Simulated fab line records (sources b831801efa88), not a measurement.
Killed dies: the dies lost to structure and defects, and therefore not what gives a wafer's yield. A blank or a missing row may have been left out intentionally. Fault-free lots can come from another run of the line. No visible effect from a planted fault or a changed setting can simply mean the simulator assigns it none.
fab line records ; flow sky130
record: lots: 6; wafers: 18; lastDay: 51
route steps=708 shown SD_N@344 SD_P@359 RES_XHIGH@360 PAD_OPEN@708
lots that met no fault: taken from a fault-free run of the same line
startH: start of the lot's first displayed wafer, in hours after the record's first day ; waitH: hours since the lot's step before ; " the same as in the row above ; L1.1+2: a single row standing in for several wafers ; - value missing, or start not given ; * or withheld: withheld ; < > ~ a bound
route shown NAME@n: NAME is a module with steps in the file, n the number in the route of the first one ; usual: mean/standard deviation taken from wafers without a fault ; same: alike in all rows ; chamber/n: place in a boat ; sites: per-site readings ; _std_site: their standard deviation ; _edge_site: outer sites' mean less inner sites' ; radiusMm: for every site, how far away it sits from the centre of the wafer ; mask NAME#n: copy n ; behind: the most recent tool/chamber to have shaped the wafer ; hold: what put the lot on hold/how long, in hours/how the hold closed ; device: the n, p or np transistor that did not switch ; end of line: tests run on the same wafers once the route is complete ; a step given without rows: its recipe and nothing more ; killed: the dies lost at the first sort to structure and to defects; this is not the yield of the wafer ; map: per-die view of a wafer (x killed, . not killed, _ where there is no die)
set.NAME: setting as actually run; set.NAME@STEP: the setting as run at that earlier step ; model.NAME: the simulator's own value behind a step, which no gauge read
lots seen at some steps along the route; tables by step, rows by wafer
services: a tool's chamber out of use, with start hour (startH, from the record's first day; less than 0 if before it), hours out, and reason
== steps ==
step: SKY_SD_N_COAT_02
recipe: resist: NOVOLAK; spinRpm: 3000; resistThkNm: 1140
step: SKY_SD_N_SOFTBAKE_03
recipe: tempC: 90; timeS: 60; resist: NOVOLAK
step: SKY_SD_N_EXPOSE_04
recipe: maskId: NSDM; na: 0.6; sourceShape: conventional; sigmaOuter: 0.6; polarization: unpolarized; targetCdNm: 380; doseMj: 141
step: SKY_SD_N_PEB_05
recipe: tempC: withheld; timeS: *; resist: NOVOLAK
step: SKY_SD_N_DEVELOP_06
recipe: resist: NOVOLAK; developer: TMAH; developTimeS: 60; devTempC: 23
step: SKY_SD_N_CD_MEAS_07
recipe: targetCdNm: 380
usual: cdNm: 379.9/2.6
lot.wafer;tool;chamber;startH;waitH;cdNm
L902.1;cdSem-01;-;713.64;0.1;381.7
L902.3;cdSem-01;-;713.64;0.1;380.8
L902.4;cdSem-01;-;713.64;0.1;382.9
L906.1;cdSem-02;-;741.44;0.1;376.9
L906.4;cdSem-02;-;741.44;0.1;378.0
L906.5;cdSem-02;-;741.44;0.1;378.4
L908.1;cdSem-01;-;754.66;0.1;381.5
L908.5;cdSem-01;-;754.66;0.1;384.0
L908.6;cdSem-01;-;754.66;0.1;383.1
L911.1;cdSem-02;-;786.74;0.1;378.9
L911.2;cdSem-02;-;786.74;0.1;379.6
L911.4;cdSem-02;-;786.74;0.1;382.5
L918.1;cdSem-02;-;836.49;0.1;379.3
L918.2;cdSem-02;-;836.49;0.1;381.4
L918.3;cdSem-02;-;836.49;0.1;384.2
L919.2;cdSem-01;-;844.87;0.1;379.2
L919.3;cdSem-01;-;844.87;0.1;379.7
L919.5;cdSem-01;-;844.87;0.1;381.1
step: SKY_SD_N_OVL_MEAS_08
usual: SD_N_OVL: -1.0/1.4
lot.wafer;tool;chamber;startH;waitH;SD_N_OVL[nm]
L902.1;overlay-02;-;713.76;0.1;-1.2
L902.3;overlay-02;-;713.76;0.1;-0.9
L902.4;overlay-02;-;713.76;0.1;-0.2
L906.1;overlay-01;-;741.56;0.1;0.4
L906.4;overlay-01;-;741.56;0.1;-0.6
L906.5;overlay-01;-;741.56;0.1;1.0
L908.1;overlay-02;-;754.78;0.1;-0.7
L908.5;overlay-02;-;754.78;0.1;0.0
L908.6;overlay-02;-;754.78;0.1;-1.0
L911.1;overlay-02;-;786.86;0.1;-1.2
L911.2;overlay-02;-;786.86;0.1;-0.3
L911.4;overlay-02;-;786.86;0.1;-0.6
L918.1;overlay-01;-;836.63;0.1;-2.7
L918.2;overlay-01;-;836.63;0.1;-0.7
L918.3;overlay-01;-;836.63;0.1;-1.1
L919.2;overlay-01;-;844.97;0.1;-2.0
L919.3;overlay-01;-;844.97;0.1;-3.3
L919.5;overlay-01;-;844.97;0.1;-3.2
step: SKY_SD_N_IMPLANT_09
recipe: species: As; energyKev: 50; doseCm2: 4e+15; tiltDeg: 0
step: SKY_SD_N_IMPLANT_10
recipe: species: P; energyKev: 20; doseCm2: 1e+14; tiltDeg: 0
step: SKY_SD_N_STRIP_11
recipe: chemistry: O2/N2; powerW: 1400; pressureMtorr: 1500; platenTempC: withheld; o2FlowSccm: 3000; n2FlowSccm: 300; overashFraction: 0.5
usual: drypumpMotorCurrentA: 6.0/0.47; oesProductAu: 0.527/0.0046; stripTimeToEndpointS: 22.55/0.038
same: overashFraction: 0.5
lot.wafer;tool;chamber;startH;waitH;drypumpMotorCurrentA;oesProductAu;rfHoursCounterH;stripTimeToEndpointS
L902.1;plasmaAsher-04;1;714.09;0.1;5.6;0.527;103;22.60
L902.3;plasmaAsher-04;0;714.09;0.1;5.5;0.527;-;22.64
L902.4;plasmaAsher-04;1;714.09;0.1;5.6;0.530;-;22.59
L906.1;plasmaAsher-01;1;741.89;0.1;6.5;0.522;64;22.53
L906.4;plasmaAsher-01;1;741.89;0.1;6.5;0.534;-;22.55
L906.5;plasmaAsher-01;0;741.89;0.1;6.4;0.534;-;22.52
L908.1;plasmaAsher-04;1;755.12;0.1;5.6;0.525;1;22.53
L908.5;plasmaAsher-04;1;755.12;0.1;5.6;0.524;-;22.53
L908.6;plasmaAsher-04;0;755.12;0.1;5.5;0.522;-;22.60
L911.1;plasmaAsher-04;0;787.19;0.1;5.5;0.523;5;22.58
L911.2;plasmaAsher-04;1;787.19;0.1;5.6;0.534;5;22.56
L911.4;plasmaAsher-04;1;787.19;0.1;5.6;0.524;-;22.56
L918.1;plasmaAsher-04;1;836.97;0.1;5.6;0.524;10;22.57
L918.2;plasmaAsher-04;0;836.97;0.1;5.6;0.522;10;22.56
L918.3;plasmaAsher-04;1;836.97;0.1;5.6;0.529;-;22.59
L919.2;plasmaAsher-01;1;845.30;0.1;6.5;0.524;74;22.60
L919.3;plasmaAsher-01;1;845.30;0.1;6.5;0.527;-;22.57
L919.5;plasmaAsher-01;0;845.30;0.1;6.4;0.528;-;22.50
step: SKY_SD_N_TW_MEAS_12
usual: SD_N_TW: 4016/16
lot.wafer;tool;chamber;startH;waitH;SD_N_TW
L902.1;filmMetro-03;-;714.19;0.1;4006
L902.3;filmMetro-03;-;714.19;0.1;4003
L902.4;filmMetro-03;-;714.19;0.1;4022
L906.1;filmMetro-04;-;741.99;0.1;4028
L906.4;filmMetro-04;-;741.99;0.1;4002
L906.5;filmMetro-04;-;741.99;0.1;4022
L908.1;filmMetro-02;-;755.22;0.1;4027
L908.5;filmMetro-02;-;755.22;0.1;4012
L908.6;filmMetro-02;-;755.22;0.1;4009
L911.1;filmMetro-03;-;787.29;0.1;4011
L911.2;filmMetro-03;-;787.29;0.1;4009
L911.4;filmMetro-03;-;787.29;0.1;3992
L918.1;filmMetro-04;-;837.07;0.1;4060
L918.2;filmMetro-04;-;837.07;0.1;4033
L918.3;filmMetro-04;-;837.07;0.1;4039
L919.2;filmMetro-03;-;845.41;0.1;4037
L919.3;filmMetro-03;-;845.41;0.1;4035
L919.5;filmMetro-03;-;845.41;0.1;4032
step: SKY_SD_N_CLEAN_13
recipe: chemistry: SC1/SC2; mix: 1:4:20; tempC: 70; timeS: 150; dry: n2Spin
step: SKY_SD_N_RTA_14
recipe: tempC: 1075; timeS: 2; idleTempC: 650; rampUpCPerS: 150; rampDownCPerS: 90; ambient: N2
usual: annealTempCMax: 1080.9/1; lampPowerPct: 15.74/0.058; wafer_temp_C_max: 1078.0/1.2
lot.wafer;tool;chamber;startH;waitH;annealTempCMax;lampPowerPct;wafer_temp_C_max
L902.1;rtpAnneal-02;0;714.30;0.0;1080.9;15.78;1076.2
L902.3;rtpAnneal-02;0;714.30;0.0;1081.5;15.81;1079.7
L902.4;rtpAnneal-02;0;714.30;0.0;1081.1;15.70;1077.2
L906.1;rtpAnneal-02;0;742.10;0.0;1083.1;15.68;1077.7
L906.4;rtpAnneal-02;0;742.10;0.0;1079.1;15.70;1076.6
L906.5;rtpAnneal-02;0;742.10;0.0;1081.5;15.73;1078.1
L908.1;rtpAnneal-02;0;755.33;0.0;1080.7;15.13;1078.3
L908.5;rtpAnneal-02;0;755.33;0.0;1080.4;15.22;1076.4
L908.6;rtpAnneal-02;0;755.33;0.0;1082.3;15.12;1076.6
L911.1;rtpAnneal-02;0;787.40;0.0;1085.7;15.10;1079.2
L911.2;rtpAnneal-02;0;787.40;0.0;1082.1;15.14;1079.2
L911.4;rtpAnneal-02;0;787.40;0.0;1079.6;15.13;1079.9
L918.1;rtpAnneal-01;0;837.18;0.0;1082.5;15.77;1077.2
L918.2;rtpAnneal-01;0;837.18;0.0;1080.3;15.74;1076.6
L918.3;rtpAnneal-01;0;837.18;0.0;1080.4;15.77;1076.3
L919.2;rtpAnneal-01;0;845.52;0.0;1080.6;15.78;1077.6
L919.3;rtpAnneal-01;0;845.52;0.0;1079.3;15.71;1076.4
L919.5;rtpAnneal-01;0;845.52;0.0;1080.4;15.70;1077.5
step: SKY_SD_N_RS_MEAS_16
recipe: thkMeasGauge: four-point-probe
usual: SD_N_RS: 68.56/0.11
lot.wafer;tool;chamber;startH;waitH;SD_N_RS[ohm/sq]
L902.1;filmMetro-02;-;714.48;0.1;68.49
L902.3;filmMetro-02;-;714.48;0.1;68.53
L902.4;filmMetro-02;-;714.48;0.1;68.56
L906.1;filmMetro-04;-;742.28;0.1;68.61
L906.4;filmMetro-04;-;742.28;0.1;68.66
L906.5;filmMetro-04;-;742.28;0.1;68.63
L908.1;filmMetro-04;-;755.51;0.1;71.06
L908.5;filmMetro-04;-;755.51;0.1;71.09
L908.6;filmMetro-04;-;755.51;0.1;71.06
L911.1;filmMetro-04;-;787.58;0.1;71.27
L911.2;filmMetro-04;-;787.58;0.1;71.28
L911.4;filmMetro-04;-;787.58;0.1;71.03
L918.1;filmMetro-03;-;837.35;0.1;68.80
L918.2;filmMetro-03;-;837.35;0.1;68.63
L918.3;filmMetro-03;-;837.35;0.1;68.45
L919.2;filmMetro-04;-;845.71;0.1;68.55
L919.3;filmMetro-04;-;845.71;0.1;68.62
L919.5;filmMetro-04;-;845.71;0.1;68.66
step: SKY_SD_N_RS_MEAS_17
recipe: thkMeasGauge: four-point-probe
usual: SD_P_RS: 147.0/0.41
lot.wafer;tool;chamber;startH;waitH;SD_P_RS[ohm/sq]
L902.1;filmMetro-02;-;714.60;0.1;147.0
L902.3;filmMetro-02;-;714.60;0.1;147.3
L902.4;filmMetro-02;-;714.60;0.1;147.3
L906.1;filmMetro-04;-;742.40;0.1;147.1
L906.4;filmMetro-04;-;742.40;0.1;147.1
L906.5;filmMetro-04;-;742.40;0.1;146.7
L908.1;filmMetro-04;-;755.63;0.1;161.5
L908.5;filmMetro-04;-;755.63;0.1;161.7
L908.6;filmMetro-04;-;755.63;0.1;161.1
L911.1;filmMetro-04;-;787.70;0.1;161.9
L911.2;filmMetro-04;-;787.70;0.1;162.5
L911.4;filmMetro-04;-;787.70;0.1;161.8
L918.1;filmMetro-03;-;837.47;0.1;147.3
L918.2;filmMetro-03;-;837.47;0.1;147.5
L918.3;filmMetro-03;-;837.47;0.1;147.0
L919.2;filmMetro-04;-;845.83;0.1;146.7
L919.3;filmMetro-04;-;845.83;0.1;147.5
L919.5;filmMetro-04;-;845.83;0.1;147.2
step: SKY_SD_N_RS_MEAS_18
recipe: thkMeasGauge: four-point-probe
usual: RES_XHIGH_RS: 333.2/1.2
lot.wafer;tool;chamber;startH;waitH;RES_XHIGH_RS[ohm/sq]
L902.1;filmMetro-02;-;714.72;0.1;333.5
L902.3;filmMetro-02;-;714.72;0.1;333.9
L902.4;filmMetro-02;-;714.72;0.1;333.0
L906.1;filmMetro-04;-;742.52;0.1;334.4
L906.4;filmMetro-04;-;742.52;0.1;332.8
L906.5;filmMetro-04;-;742.52;0.1;334.0
L908.1;filmMetro-04;-;755.75;0.1;333.4
L908.5;filmMetro-04;-;755.75;0.1;334.3
L908.6;filmMetro-04;-;755.75;0.1;333.8
L911.1;filmMetro-04;-;787.82;0.1;332.8
L911.2;filmMetro-04;-;787.82;0.1;334.3
L911.4;filmMetro-04;-;787.82;0.1;333.8
L918.1;filmMetro-03;-;837.59;0.1;335.1
L918.2;filmMetro-03;-;837.59;0.1;334.0
L918.3;filmMetro-03;-;837.59;0.1;332.8
L919.2;filmMetro-04;-;845.95;0.1;333.0
L919.3;filmMetro-04;-;845.95;0.1;332.9
L919.5;filmMetro-04;-;845.95;0.1;333.0
step: SKY_PAD_OPEN_PROBE_99
usual: killed_at_M0_to_M3: 43/6.6; killed_at_M4_up: 3.1/1.9; killedAtContacts: 24/5.2; killedAtFrontEnd: 16/4.5; killedAtOther: 0.4/0.62; killedDies: 87/9; killedOpen: 48/7; killedShort: 39/6.2
same: grossDies: 492; killedAtBackSide: 0
lot.wafer;tool;chamber;startH;waitH;killed_at_M0_to_M3;killed_at_M4_up;killedAtContacts;killedAtFrontEnd;killedAtOther;killedDies;killedOpen;killedShort;model.etest.resXhighPo.lineOhmUm;model.etest.resXhighPo.rsOhmSq;model.etest.pfet_01v8.rOnOhmUm;model.etest.tipP.rsOhmSq;model.etest.resPdiff.lineOhmUm;model.etest.resHighPo.lineOhmUm;model.etest.liconHighPo.rcOhm;model.etest.liconPdiff.rcOhm
L902.1;prober-02;-;1132.47;0.1;59;0;20;19;0;98;55;39;5921;2062;2951;6873;1405;759;348.2;566.2
L902.3;prober-02;-;1132.57;0.2;40;3;28;14;0;85;49;34;5495;1933;2970;6871;1370;726.4;353.1;600.9
L902.4;prober-02;-;1132.62;0.2;34;2;25;21;0;82;45;36;5687;1969;2965;6852;1369;742.6;354.9;595.2
L906.1;prober-01;-;1150.65;0.1;43;2;25;24;0;94;53;41;6024;2136;2877;6870;1338;755.9;350.6;585.4
L906.4;prober-01;-;1150.80;0.2;47;7;19;13;0;86;45;41;5844;2022;2879;6956;1405;765.6;356.1;586.4
L906.5;prober-01;-;1150.85;0.2;36;4;31;18;0;89;57;32;5762;2021;2886;6942;1379;746.3;361;604.9
L908.1;prober-01;-;1162.22;0.1;36;7;19;14;0;76;36;40;6879;2380;3124;7096;1504;841.2;444;625.8
L908.5;prober-01;-;1162.42;0.2;49;2;20;13;0;84;41;43;7042;2469;3143;7122;1504;857.3;456.5;634.6
L908.6;prober-01;-;1162.47;0.2;38;1;23;7;0;69;37;32;7065;2483;3131;7037;1488;853.7;466;645
L911.1;prober-02;-;1183.17;0.1;34;4;18;18;0;74;45;29;6632;2335;3127;7076;1532;839.8;447.1;628.5
L911.2;prober-02;-;1183.22;0.1;38;5;29;13;1;86;51;34;6703;2368;3136;7008;1554;850.5;434.6;623.4
L911.4;prober-02;-;1183.32;0.2;44;1;23;18;0;86;54;32;6865;2413;3069;7068;1548;875;484.5;633.7
L918.1;prober-01;-;1216.11;0.1;38;4;27;18;1;88;51;37;5874;1997;2929;6846;1381;737.1;347.7;605.9
L918.2;prober-01;-;1216.16;0.1;41;1;27;11;0;80;47;33;5486;1910;2929;6806;1384;737;340.4;611.1
L918.3;prober-01;-;1216.21;0.2;43;2;26;16;1;88;47;41;5392;1879;2971;6835;1406;723.4;344;598.2
L919.2;prober-01;-;1219.16;0.1;38;2;18;18;0;76;44;31;5804;2045;2876;6919;1352;752.1;358.9;628.5
L919.3;prober-01;-;1219.21;0.2;53;3;27;18;0;101;52;49;5679;2024;2968;6873;1380;743.6;349.4;588.8
L919.5;prober-01;-;1219.31;0.2;41;6;19;18;0;84;37;47;5750;2016;2941;6908;1382;752.9;355;593.2
killed by level:class
L902.1 VIA1:geometricParticle:open=15 METAL1:geometricParticle:short=11 VIA2:geometricParticle:open=10 VIA3:geometricParticle:open=10 CONTACT:geometricParticle:short=7 CONTACT:geometricParticle:open=6 FIELD_ISO:geometricParticle:open=5 POLY_GATE:geometricParticle:short=5
L902.3 VIA3:geometricParticle:open=10 CONTACT:geometricParticle:open=10 LI_CONTACT:geometricParticle:open=9 METAL2:geometricParticle:short=8 VIA1:geometricParticle:open=7 FIELD_ISO:geometricParticle:short=4 METAL1:geometricParticle:short=4 VIA2:geometricParticle:open=4
L902.4 CONTACT:geometricParticle:open=8 VIA3:geometricParticle:open=8 POLY_GATE:geometricParticle:open=5 VIA2:geometricParticle:open=5 LOCAL_INTERCONNECT:geometricParticle:short=5 METAL1:geometricParticle:short=5 FIELD_ISO:geometricParticle:open=4 LI_CONTACT:geometricParticle:open=4
L906.1 CONTACT:geometricParticle:open=12 VIA1:geometricParticle:open=10 POLY_GATE:geometricParticle:open=9 CONTACT:geometricParticle:short=6 VIA2:geometricParticle:open=6 VIA2:geometricParticle:short=5 VIA3:geometricParticle:open=5 METAL2:geometricParticle:short=5
L906.4 VIA1:geometricParticle:open=12 CONTACT:geometricParticle:open=8 VIA1:geometricParticle:short=6 LI_CONTACT:geometricParticle:open=5 VIA3:geometricParticle:open=5 VIA3:geometricParticle:short=5 FIELD_ISO:geometricParticle:short=4 METAL4:geometricParticle:short=4
L906.5 CONTACT:geometricParticle:open=13 VIA2:geometricParticle:open=12 LI_CONTACT:geometricParticle:open=8 FIELD_ISO:geometricParticle:open=6 VIA3:geometricParticle:open=5 METAL1:geometricParticle:short=5 POLY_GATE:geometricParticle:open=4 CONTACT:geometricParticle:short=4
L908.1 METAL3:geometricParticle:short=8 LI_CONTACT:geometricParticle:open=7 METAL2:geometricParticle:short=6 VIA2:geometricParticle:open=6 POLY_GATE:geometricParticle:short=5 METAL4:geometricParticle:short=5 CONTACT:geometricParticle:open=5 METAL1:geometricParticle:short=5
L908.5 VIA1:geometricParticle:open=10 METAL1:geometricParticle:short=8 CONTACT:geometricParticle:open=7 LI_CONTACT:geometricParticle:open=6 METAL3:geometricParticle:short=6 METAL2:geometricParticle:short=6 VIA3:geometricParticle:open=5 POLY_GATE:geometricParticle:short=4
L908.6 METAL2:geometricParticle:short=9 LI_CONTACT:geometricParticle:open=8 VIA1:geometricParticle:open=8 CONTACT:geometricParticle:short=6 VIA3:geometricParticle:open=6 CONTACT:geometricParticle:open=5 VIA2:geometricParticle:open=5 LI_CONTACT:geometricParticle:short=4
L911.1 METAL1:geometricParticle:short=8 VIA2:geometricParticle:open=7 POLY_GATE:geometricParticle:open=7 LI_CONTACT:geometricParticle:open=7 CONTACT:geometricParticle:open=6 VIA1:geometricParticle:short=5 FIELD_ISO:geometricParticle:open=5 SPACER:geometricParticle:open=3
L911.2 VIA1:geometricParticle:open=12 LI_CONTACT:geometricParticle:open=10 CONTACT:geometricParticle:open=7 VIA2:geometricParticle:open=6 CONTACT:geometricParticle:short=5 METAL2:geometricParticle:short=5 FIELD_ISO:geometricParticle:open=4 POLY_GATE:geometricParticle:open=4
L911.4 VIA2:geometricParticle:open=10 CONTACT:geometricParticle:open=8 POLY_GATE:geometricParticle:open=7 LI_CONTACT:geometricParticle:open=7 VIA1:geometricParticle:open=6 VIA3:geometricParticle:open=6 FIELD_ISO:geometricParticle:short=5 METAL1:geometricParticle:short=4
L918.1 VIA1:geometricParticle:open=9 CONTACT:geometricParticle:open=8 LI_CONTACT:geometricParticle:open=7 VIA2:geometricParticle:open=7 FIELD_ISO:geometricParticle:open=6 LI_CONTACT:geometricParticle:short=6 POLY_GATE:geometricParticle:short=5 VIA1:geometricParticle:short=5
L918.2 LI_CONTACT:geometricParticle:short=11 VIA3:geometricParticle:open=10 CONTACT:geometricParticle:open=8 VIA2:geometricParticle:open=6 VIA1:geometricParticle:open=5 FIELD_ISO:geometricParticle:open=4 LI_CONTACT:geometricParticle:open=4 METAL1:geometricParticle:short=3
L918.3 VIA1:geometricParticle:open=11 LI_CONTACT:geometricParticle:open=8 CONTACT:geometricParticle:open=8 METAL1:geometricParticle:short=6 FIELD_ISO:geometricParticle:open=5 LI_CONTACT:geometricParticle:short=4 METAL2:geometricParticle:short=4 VIA1:geometricParticle:short=4
L919.2 VIA1:geometricParticle:open=11 LI_CONTACT:geometricParticle:open=9 VIA2:geometricParticle:open=8 FIELD_ISO:geometricParticle:short=5 POLY_GATE:geometricParticle:short=5 METAL2:geometricParticle:short=4 VIA1:geometricParticle:short=4 LOCAL_INTERCONNECT:geometricParticle:short=3
L919.3 CONTACT:geometricParticle:open=10 METAL2:geometricParticle:short=9 VIA1:geometricParticle:open=8 VIA3:geometricParticle:open=8 VIA3:geometricParticle:short=7 LI_CONTACT:geometricParticle:open=5 METAL1:geometricParticle:short=5 VIA2:geometricParticle:open=5
L919.5 CONTACT:geometricParticle:open=8 VIA2:geometricParticle:open=7 VIA1:geometricParticle:open=6 CONTACT:geometricParticle:short=6 METAL1:geometricParticle:short=6 VIA3:geometricParticle:open=6 POLY_GATE:geometricParticle:short=5 POLY_GATE:geometricParticle:open=5
== services ==
tool;chamber;startH;hours;kind
plasmaAsher-04;-;710.14;1.0;repair
rtpAnneal-01;-;713.62;8.9;pm
plasmaAsher-04;-;733.75;9.0;pm
plasmaAsher-04;0;733.75;9.0;ventCycle
plasmaAsher-04;1;733.75;9.0;ventCycle
plasmaAsher-04;0;742.75;-;clean
plasmaAsher-04;1;742.75;-;clean
plasmaAsher-01;-;769.49;1.9;repair
rtpAnneal-02;-;776.54;4.3;pm
plasmaAsher-01;-;785.53;2.8;pm
== key ==
firstSign: step: SKY_SD_N_RTA_14; reading: lampPowerPct; direction: down; sigmas: 10; usual: 15.74; struck: 15.14
effect: step: SKY_SD_N_RS_MEAS_16; reading: SD_N_RS; direction: up; sigmas: 23; usual: 68.56; struck: 71.13
effect: step: SKY_SD_N_RS_MEAS_17; reading: SD_P_RS; direction: up; sigmas: 36; usual: 147.0; struck: 161.8
modelEffect: step: SKY_PAD_OPEN_PROBE_99; value: etest.resXhighPo.lineOhmUm; without: 5785; struck: 6864
metAt SKY_SD_N_RTA_14
struckWafers L908.1,L908.5,L908.6,L911.1,L911.2,L911.4
testerLeftOut L908,L911
onsetBetween 742.10 755.33
fault: kind: processParameterDrift; tool: rtpAnneal-02; chamber: -; onsetH: 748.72; steps: SKY_SD_N_RTA_14; channel: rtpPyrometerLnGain; offset: 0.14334; shape: step; endH: 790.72
testerLeftOut: of these lots the tester's yield and bins aren't shown, on N5 and GAA mostly nor the transistor test; their killed dies are dies lost to structure and defects alone, not to doping, threshold or leakage, so they don't give the yield
